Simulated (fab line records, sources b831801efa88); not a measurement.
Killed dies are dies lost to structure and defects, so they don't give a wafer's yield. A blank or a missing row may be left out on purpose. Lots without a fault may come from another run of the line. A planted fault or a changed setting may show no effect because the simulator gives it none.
Which tool did it? | flow gf180mcu | 6 lots, 18 wafers sampled, at 4 steps of a route of 602

WHAT THE GAUGES READ, wafer by wafer
GF_M2_OVL_MEAS_15.
lot  | measured     | on         | M2_OVL (nm)
L203 | day 19 11:11 | overlay-01 | -2 12 5
L205 | day 20 08:55 | overlay-02 | -2 11 6
L207 | day 21 03:02 | overlay-02 | 3 3 6
L213 | day 23 08:40 | overlay-01 | 4 7 3
L217 | day 24 21:49 | overlay-01 | 3 2 4
L223 | day 26 16:43 | overlay-01 | 5 13 3

WHICH TOOL RAN EACH LOT (tool, then ch and the chambers of the sampled wafers, then the start)
lot  | GF_CONTACT_EXPOSE_11              | GF_M1_SPUTTER_00             | GF_V1_SPUTTER_22
L203 | krf_scanner-02 ch 0, day 15 22:04 | pvd_sputter-04, day 16 10:28 | pvd_sputter-03, day 18 10:56
L205 | krf_scanner-01 ch 0, day 16 17:01 | pvd_sputter-01, day 17 05:50 | pvd_sputter-03, day 19 07:31
L207 | krf_scanner-02 ch 0, day 17 11:53 | pvd_sputter-03, day 18 00:24 | pvd_sputter-04, day 20 02:33
L213 | krf_scanner-02 ch 0, day 19 16:31 | pvd_sputter-04, day 20 05:30 | pvd_sputter-04, day 22 08:16
L217 | krf_scanner-02 ch 0, day 21 10:18 | pvd_sputter-01, day 21 23:02 | pvd_sputter-02, day 23 22:58
L223 | krf_scanner-01 ch 0, day 23 07:46 | pvd_sputter-01, day 23 20:44 | pvd_sputter-02, day 25 19:17
- GF_CONTACT_EXPOSE_11: exposes mask Contact, target cd 220 nm.
- GF_M1_SPUTTER_00: material Ti, target thk 37.5 nm, time 150 s.
- GF_V1_SPUTTER_22: material TiN, target thk 10 nm, time 40 s.

THE ANSWER, worked out from the rows above alone
Rule: what is usual is taken from the lots themselves. Put in order of their means at a reading, lots are off if they are a third of the lots or fewer, leave a main group of 4 or more, and stand apart from it by a gap of 3 or more times the standard deviation of the main group's means; of several such gaps the widest counts. A main group whose means are all the same, to the digits that the tables above print for the reading, isn't used. A lot without any number at a reading at which 4 lots or more have one is off too. The other lots that the step has rows for count as sound.
No lot is off at any reading shown: from this, nothing can be told.

WHAT THE SIMULATOR HAD PUT IN
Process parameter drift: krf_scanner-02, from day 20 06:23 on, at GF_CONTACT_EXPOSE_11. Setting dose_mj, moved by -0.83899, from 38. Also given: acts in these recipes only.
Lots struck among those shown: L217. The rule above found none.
